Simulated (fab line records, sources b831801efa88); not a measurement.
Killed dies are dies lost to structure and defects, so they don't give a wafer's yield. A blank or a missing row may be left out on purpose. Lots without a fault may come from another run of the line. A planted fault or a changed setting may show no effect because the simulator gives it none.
Which tool did it? | flow gf180mcu | 11 lots, 33 wafers sampled, at 7 steps of a route of 602

WHAT THE GAUGES READ, wafer by wafer
GF_HV_LDD_OVL_MEAS_32. Usual: HV_LDD_02_OVL 0.8 nm, standard deviation 1.1.
lot  | measured     | on         | HV_LDD_02_OVL (nm) | flag
L866 | day 11 08:13 | overlay-02 | 1.4 0.5 0.6        |
L870 | day 12 12:37 | overlay-02 | -0.6 1.3 0.2       |
L871 | day 13 05:43 | overlay-01 | -0.9 -0.7 1.0      |
L872 | day 13 07:04 | overlay-02 | -0.9 -1.0 -1.9     |
L877 | day 15 06:07 | overlay-01 | 0.5 0.9 0.6        |
L878 | day 15 20:28 | overlay-02 | -0.1 0.1 -0.5      |
L879 | day 15 21:05 | overlay-01 | 1.7 -1.8 -0.2      |
L880 | day 16 11:46 | overlay-01 | 0.2 0.5 0.5        |
L883 | day 17 07:43 | overlay-02 | 0.3 0.7 1.8        |
L885 | day 17 19:47 | overlay-01 | -1.0 0.6 -1.9      |
L889 | day 19 08:14 | overlay-01 | 1.7 1.0 2.3        |

GF_NSD_TW_MEAS_12. Usual: NSD_TW 4234, standard deviation 33.
lot  | measured     | on            | NSD_TW         | flag
L866 | day 13 03:08 | film_metro-03 | 4265 4268 4304 |
L870 | day 14 17:55 | film_metro-04 | 4188 4192 4201 |
L871 | day 15 08:57 | film_metro-03 | 4266 4235 4246 |
L872 | day 15 08:51 | film_metro-04 | 4198 4210 4183 |
L877 | day 17 04:53 | film_metro-01 | 4249 4242 4259 |
L878 | day 17 23:42 | film_metro-03 | 4288 4275 4277 |
L879 | day 18 00:01 | film_metro-01 | 4067 4062 4076 | OFF
L880 | day 18 12:26 | film_metro-03 | 4064 4084 4087 | OFF
L883 | day 19 11:45 | film_metro-04 | 4172 4221 4201 |
L885 | day 20 00:19 | film_metro-04 | 4178 4184 4165 |
L889 | day 21 13:13 | film_metro-01 | 4280 4286 4274 |

GF_PSD_RS_MEAS_14: measures by four-point-probe. Usual: NSD_RS 46.17 ohm/sq, standard deviation 0.11.
lot  | measured     | on            | NSD_RS (ohm/sq)   | flag
L866 | day 13 23:28 | film_metro-04 | 46.14 46.11 46.10 |
L870 | day 15 15:26 | film_metro-03 | 46.28 46.22 46.38 |
L871 | day 16 06:40 | film_metro-04 | 46.16 46.26 46.19 |
L872 | day 16 06:29 | film_metro-01 | 46.06 46.14 46.10 |
L877 | day 18 03:28 | film_metro-03 | 46.35 46.31 46.37 |
L878 | day 18 23:37 | film_metro-01 | 46.07 46.21 46.08 |
L879 | day 18 23:43 | film_metro-03 | 49.65 49.76 49.72 | OFF
L880 | day 19 13:01 | film_metro-01 | 49.47 49.49 49.46 | OFF
L883 | day 20 11:33 | film_metro-04 | 46.14 46.24 46.09 |
L885 | day 21 00:42 | film_metro-04 | 46.16 46.20 46.08 |
L889 | day 22 12:41 | film_metro-01 | 46.08 46.05 46.04 |

WHICH TOOL RAN EACH LOT (tool, then ch and the chambers of the sampled wafers, then the start)
lot  | GF_HV_LDD_STRIP_10                   | GF_HV_LDD_STRIP_22                   | GF_NSD_IMPLANT_09               | GF_NSD_STRIP_11
L866 | plasma_asher-04 ch 0,1, day 9 19:53  | plasma_asher-03 ch 1, day 10 13:45   | implanter-01 ch 0, day 13 02:46 | plasma_asher-02 ch 0,1, day 13 03:02
L870 | plasma_asher-04 ch 0,1, day 10 22:48 | plasma_asher-03 ch 0,1, day 11 17:02 | implanter-03 ch 0, day 14 17:33 | plasma_asher-02 ch 0,1, day 14 17:50
L871 | plasma_asher-04 ch 0,1, day 11 14:32 | plasma_asher-03 ch 1, day 12 09:53   | implanter-04 ch 0, day 15 08:33 | plasma_asher-04 ch 0,1, day 15 08:51
L872 | plasma_asher-01 ch 0,1, day 11 16:44 | plasma_asher-03 ch 0,1, day 12 12:05 | implanter-03 ch 0, day 15 08:29 | plasma_asher-01 ch 0,1, day 15 08:46
L877 | plasma_asher-03 ch 0,1, day 13 13:29 | plasma_asher-04 ch 0,1, day 14 09:25 | implanter-04 ch 0, day 17 04:31 | plasma_asher-04 ch 0,1, day 17 04:47
L878 | plasma_asher-04 ch 0,1, day 14 01:43 | plasma_asher-04 ch 0,1, day 14 23:10 | implanter-01 ch 0, day 17 23:18 | plasma_asher-02 ch 0,1, day 17 23:36
L879 | plasma_asher-03 ch 0,1, day 14 02:01 | plasma_asher-04 ch 0,1, day 14 23:47 | implanter-03 ch 0, day 17 23:37 | plasma_asher-01 ch 0,1, day 17 23:54
L880 | plasma_asher-04 ch 0,1, day 14 17:34 | plasma_asher-04 ch 0,1, day 15 15:11 | implanter-03 ch 0, day 18 12:04 | plasma_asher-02 ch 0,1, day 18 12:20
L883 | plasma_asher-04 ch 0,1, day 15 12:12 | plasma_asher-04 ch 0,1, day 16 09:26 | implanter-01 ch 0, day 19 11:21 | plasma_asher-01 ch 0,1, day 19 11:39
L885 | plasma_asher-01 ch 0,1, day 15 23:44 | plasma_asher-03 ch 0,1, day 16 20:52 | implanter-01 ch 0, day 19 23:58 | plasma_asher-02 ch 0,1, day 20 00:13
L889 | plasma_asher-04 ch 0,1, day 17 08:14 | plasma_asher-01 ch 0,1, day 18 07:34 | implanter-03 ch 0, day 21 12:51 | plasma_asher-02 ch 0,1, day 21 13:08
- GF_HV_LDD_STRIP_10: strips in O2/N2.
- GF_HV_LDD_STRIP_22: strips in O2/N2.
- GF_NSD_IMPLANT_09
- GF_NSD_STRIP_11: strips in O2/N2.

WHAT THE TOOLS THEMSELVES READ (means of the sampled wafers that have a number; where no wafer has one, the mark that the record gives instead)
GF_HV_LDD_STRIP_10. Usual: drypump_motor_current_A 5.8 A, standard deviation 0.48; heater_power_w 325 W, standard deviation 20; oes_product_au 0.716 a.u., standard deviation 0.0047; strip_time_to_endpoint_s 12.63 s, standard deviation 0.031.
lot  | tool            | drypump_motor_current_A (A) | heater_power_w (W) | oes_product_au (a.u.) | strip_time_to_endpoint_s (s) | flag
L866 | plasma_asher-04 | 5.5                         | 313                | 0.717                 | 12.61                        |
L870 | plasma_asher-04 | 5.4                         | 310                | 0.713                 | 12.61                        |
L871 | plasma_asher-04 | 5.4                         | 316                | 0.715                 | 12.65                        |
L872 | plasma_asher-01 | 5.6                         | 333                | 0.714                 | 12.66                        |
L877 | plasma_asher-03 | 6.5                         | 340                | 0.718                 | 12.60                        |
L878 | plasma_asher-04 | 5.5                         | 307                | 0.719                 | 12.67                        |
L879 | plasma_asher-03 | 6.1                         | 324                | 0.715                 | 12.65                        |
L880 | plasma_asher-04 | 5.4                         | 311                | 0.714                 | 12.64                        |
L883 | plasma_asher-04 | 5.4                         | 310                | 0.708                 | 12.65                        |
L885 | plasma_asher-01 | 5.6                         | 330                | 0.718                 | 12.59                        |
L889 | plasma_asher-04 | 5.5                         | 311                | 0.713                 | 12.62                        |

GF_HV_LDD_STRIP_22. Usual: drypump_motor_current_A 5.8 A, standard deviation 0.53; heater_power_w 326 W, standard deviation 20; oes_product_au 0.715 a.u., standard deviation 0.0043; strip_time_to_endpoint_s 12.63 s, standard deviation 0.031.
lot  | tool            | drypump_motor_current_A (A) | heater_power_w (W) | oes_product_au (a.u.) | strip_time_to_endpoint_s (s) | flag
L866 | plasma_asher-03 | 6.8                         | 358                | 0.718                 | 12.67                        |
L870 | plasma_asher-03 | 6.5                         | 344                | 0.713                 | 12.63                        |
L871 | plasma_asher-03 | 6.8                         | 356                | 0.720                 | 12.63                        |
L872 | plasma_asher-03 | 6.4                         | 339                | 0.715                 | 12.64                        |
L877 | plasma_asher-04 | 5.4                         | 318                | 0.714                 | 12.60                        |
L878 | plasma_asher-04 | 5.5                         | 310                | 0.717                 | 12.61                        |
L879 | plasma_asher-04 | 5.4                         | 315                | 0.713                 | 12.59                        |
L880 | plasma_asher-04 | 5.4                         | 310                | 0.717                 | 12.64                        |
L883 | plasma_asher-04 | 5.5                         | 305                | 0.713                 | 12.59                        |
L885 | plasma_asher-03 | 6.4                         | 341                | 0.711                 | 12.65                        |
L889 | plasma_asher-01 | 5.4                         | 344                | 0.715                 | 12.65                        |

GF_NSD_IMPLANT_09. Usual: beam_energy_keV 60.001, standard deviation 0.02; dose_ions_cm2 4e+15, standard deviation 4.9e+12.
lot  | tool         | beam_energy_keV | dose_ions_cm2 | flag
L866 | implanter-01 | 60.017          | 4e+15         |
L870 | implanter-03 | 60.016          | 4e+15         |
L871 | implanter-04 | 59.973          | 4e+15         |
L872 | implanter-03 | 60.010          | 4e+15         |
L877 | implanter-04 | 59.999          | 4e+15         |
L878 | implanter-01 | 59.991          | 4e+15         |
L879 | implanter-03 | 48.323          | 4e+15         | OFF
L880 | implanter-03 | 48.333          | 4e+15         | OFF
L883 | implanter-01 | 59.989          | 4e+15         |
L885 | implanter-01 | 59.986          | 4e+15         |
L889 | implanter-03 | 60.006          | 4e+15         |

GF_NSD_STRIP_11. Usual: drypump_motor_current_A 5.8 A, standard deviation 0.41; heater_power_w 314 W, standard deviation 14; oes_product_au 0.488 a.u., standard deviation 0.0047; strip_time_to_endpoint_s 23.08 s, standard deviation 0.043.
lot  | tool            | drypump_motor_current_A (A) | heater_power_w (W) | oes_product_au (a.u.) | strip_time_to_endpoint_s (s) | flag
L866 | plasma_asher-02 | 6.0                         | 312                | 0.488                 | 23.06                        |
L870 | plasma_asher-02 | 6.0                         | 304                | 0.488                 | 23.08                        |
L871 | plasma_asher-04 | 5.5                         | 307                | 0.492                 | 23.09                        |
L872 | plasma_asher-01 | 5.6                         | 332                | 0.488                 | 23.06                        |
L877 | plasma_asher-04 | 5.5                         | 313                | 0.494                 | 23.08                        |
L878 | plasma_asher-02 | 6.2                         | 308                | 0.491                 | 23.06                        |
L879 | plasma_asher-01 | 5.6                         | 334                | 0.504                 | 21.52                        | OFF
L880 | plasma_asher-02 | 6.2                         | 308                | 0.504                 | 21.60                        | OFF
L883 | plasma_asher-01 | 5.4                         | 334                | 0.484                 | 23.15                        |
L885 | plasma_asher-02 | 5.9                         | 307                | 0.492                 | 23.05                        |
L889 | plasma_asher-02 | 6.2                         | 305                | 0.487                 | 23.08                        |

THE ANSWER, worked out from the rows above alone
Rule: a lot is off if the mean of its wafers that have a number lies more than 3 standard deviations from the usual mean. A lot without any number at a reading at which 4 lots or more have one is off too. The other lots that the step has rows for count as sound. The gauges are gone through in route order, then the tools' own readings, and for those a lot's mean is taken as printed above. The first step at which some lot is off is used, and at that step the reading that is off furthest; a lot without a number counts as furthest.
Off: L879, L880, at GF_NSD_TW_MEAS_12 (NSD_TW).
A tool fits if, at a process step before that reading, it ran every lot that is off, and no sound lot after the first of them. The gauges at GF_NSD_TW_MEAS_12 aren't tried: what is off there is off at GF_NSD_IMPLANT_09 too, on other tools, and a gauge's error can't cause that. None of those tried fits.

WHAT THE SIMULATOR HAD PUT IN
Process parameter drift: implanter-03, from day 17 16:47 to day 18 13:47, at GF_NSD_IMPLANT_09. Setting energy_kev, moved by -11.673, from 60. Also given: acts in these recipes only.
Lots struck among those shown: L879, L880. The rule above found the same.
